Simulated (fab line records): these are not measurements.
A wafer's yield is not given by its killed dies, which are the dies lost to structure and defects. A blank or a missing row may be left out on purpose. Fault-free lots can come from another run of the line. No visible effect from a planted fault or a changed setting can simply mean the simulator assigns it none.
fab line records	flow gf180mcu
record: lots: 14	wafers: 42	last_day: 34
route steps=602 shown M2@362
lots with no fault: from the same line, run without faults
start_h: hours from the record's opening day to when the first of the lot's shown wafers began	wait_h: hours since the lot's step before	" repeats the value in the row above	L1.1+2: a row that stands for several wafers	- no value present, or no start provided	* or withheld: withheld	< > ~ a bound
route shown NAME@n: a module of which the file shows steps, and the number in the route of the first	usual: average and standard deviation across the fault-free wafers	same: alike in all rows	chamber/n: place in a boat	sites: readings site by site	_std_site: the standard deviation of these	_edge_site: inner sites' mean taken away from outer sites' mean	radius_mm: how far each site lies from the wafer's centre	mask NAME#n: copy n	behind: the most recent tool/chamber to have shaped the wafer	hold: the reason the lot was held/the length of the hold in hours/how it ended	device: the n, p or np transistor that did not switch	end of line: at the end of the route, the tests of the same wafers	for a step that has no rows: nothing shown but its recipe	killed: dies that structure and defects cost at the first sort, which is not the same as the wafer's yield	map: a wafer's dies, marking killed ones x, the rest . and places with no die _
set.NAME: the setting as run; set.NAME@STEP: as run at that earlier step	model.NAME: the simulator's own value behind a step, which no gauge read
route steps across a sampled set of lots; one table per step, one row per wafer
services: from which hour (start_h, from the record's first day; less than 0 if before it) a tool's chamber was out of use, for how many hours, and why
== steps ==
step: GF_M2_SPUTTER_00
recipe: material: Ti	target_thk_nm: 37.5	arriving_ion_energy_ev: 80	substrate_temp_c: 200	chamber_pressure_pa: 2	power_w: 4000	time_s: 150
usual: cathode_dc_power_W: 3999.8/0.79	substrate_temp_c: 199.98/0.16	throttle_valve_pct: 30.2/1
lot.wafer	tool	chamber	start_h	wait_h	cathode_dc_power_W	substrate_temp_c	throttle_valve_pct
L469.1	pvd_sputter-02	-	412.61	0.2	4000.1	200.02	29.2
L469.4	"	-	"	"	4000.0	199.89	29.2
L469.5	"	-	"	"	3999.7	200.11	30.8
L470.2	pvd_sputter-02	-	437.61	0.1	4000.8	199.58	28.5
L470.3	"	-	"	"	4001.4	199.81	30.7
L470.6	"	-	"	"	3999.9	199.99	30.5
L472.1	pvd_sputter-04	-	444.71	0.2	4000.7	199.98	28.6
L472.2	"	-	"	"	3998.9	199.99	29.5
L472.4	"	-	"	"	3999.9	200.01	30.3
L473.1	pvd_sputter-04	-	457.27	0.2	4001.1	200.10	29.6
L473.3	"	-	"	"	3999.0	199.85	30.4
L473.6	"	-	"	"	3999.1	199.91	29.9
L474.2	pvd_sputter-01	-	461.27	0.1	4001.0	200.22	30.8
L474.4	"	-	"	"	4000.7	199.79	31.9
L474.5	"	-	"	"	4000.0	200.01	30.7
L475.1	pvd_sputter-01	-	479.71	0.2	4000.3	200.08	30.8
L475.3	"	-	"	"	4001.6	200.02	30.2
L475.6	"	-	"	"	4000.5	200.08	30.7
L482.1	pvd_sputter-02	-	534.32	0.1	3998.4	200.04	30.6
L482.3	"	-	"	"	4001.0	200.14	28.6
L482.5	"	-	"	"	3999.6	199.95	29.4
L484.1	pvd_sputter-02	-	552.42	0.1	4437.5	200.02	30.5
L484.4	"	-	"	"	4437.0	200.05	29.1
L484.5	"	-	"	"	4435.0	200.05	29.5
L485.2	pvd_sputter-02	-	559.26	0.2	4437.2	200.04	30.8
L485.5	"	-	"	"	4435.6	199.97	28.4
L485.6	"	-	"	"	4435.8	200.29	30.8
L487.2	pvd_sputter-01	-	570.90	0.1	4000.8	199.92	31.8
L487.3	"	-	"	"	3998.7	199.80	30.1
L487.5	"	-	"	"	4001.3	199.86	32.1
L488.2	pvd_sputter-01	-	576.31	0.2	3999.0	199.87	30.7
L488.5	"	-	"	"	4000.2	199.74	30.5
L488.6	"	-	"	"	4000.3	199.94	30.2
L490.1	pvd_sputter-04	-	592.75	0.1	4000.4	200.08	30.0
L490.3	"	-	"	"	3998.6	199.81	30.1
L490.6	"	-	"	"	3999.5	199.79	30.3
L491.1	pvd_sputter-04	-	599.96	0.2	3998.7	199.80	30.3
L491.5	"	-	"	"	4000.0	199.89	30.1
L491.6	"	-	"	"	3998.9	200.07	29.7
L492.3	pvd_sputter-01	-	610.67	0.1	3999.4	200.04	30.4
L492.4	"	-	"	"	4000.5	200.01	30.7
L492.5	"	-	"	"	4000.5	200.30	29.8
== services ==
tool	chamber	start_h	hours	kind
pvd_sputter-04	-	541.43	3.4	repair
== key ==
first_sign: step: GF_M2_SPUTTER_00	reading: cathode_dc_power_W	direction: up	sigmas: 99+	usual: 3999.8	struck: 4436.4
effect none on later readings
met_at GF_M2_SPUTTER_00
struck_lots L484,L485
onset_between 534.32 552.42
fault: kind: process_parameter_drift	tool: pvd_sputter-02	chamber: -	onset_h: 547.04	steps: GF_M2_SPUTTER_00	channel: power_w	offset: 436.47	shape: step	end_h: 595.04	acts_in: these_recipes_only	stated: 4000
